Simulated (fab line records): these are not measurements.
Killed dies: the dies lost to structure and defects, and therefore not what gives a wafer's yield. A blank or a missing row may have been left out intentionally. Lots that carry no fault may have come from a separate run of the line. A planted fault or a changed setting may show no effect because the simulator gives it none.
Chamber matching    flow sky130    SKY_CONTACT_CMP_04 on cmp-01 has 4 sister chambers
The step polishes SiO2. 4 wafers are shown with their chamber, then 7 later ones without.

## EACH WAFER AND ITS CHAMBER
wafer   chamber  motor-current-A (A)
L519.3  3        13.8
L525.4  2        9.6
L526.3  1        12.1
L526.4  0        10.4

## WAFERS WITH NO CHAMBER GIVEN
wafer   motor-current-A (A)
L526.6  9.8
L530.3  9.9
L530.4  11.3
L530.5  13.0
L536.2  10.6
L536.3  10.1
L536.6  11.3

## WHICH CHAMBER EACH ONE RAN IN
wafer   from the rows above           in truth
L526.6  can't be placed: 2 or 0       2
L530.3  can't be placed: 2 or 0       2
L530.4  can't be placed: 1 or 0 or 2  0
L530.5  can't be placed: 3 or 1       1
L536.2  can't be placed: 0 or 2       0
L536.3  can't be placed: 0 or 2       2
L536.6  can't be placed: 1 or 0 or 2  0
Placed correctly: 0 of 7. Can't be placed from these rows: 7 (the true chamber is among the candidates in 7). Number placed wrongly: 0.
How it was worked out, from the rows above alone: a wafer's distance from a chamber is the root of the sum, over the readings, of the square of ((its reading less the chamber's mean) divided by the reading's scatter). The wafer belongs to the nearest chamber; if the next one is less than 2 further off, it can't be placed. The mean given for a chamber averages the wafers shown for that chamber. The scatter (one wafer shown for each chamber): square how far every hidden wafer sits from the nearest shown wafer, average those squares and take the square root.
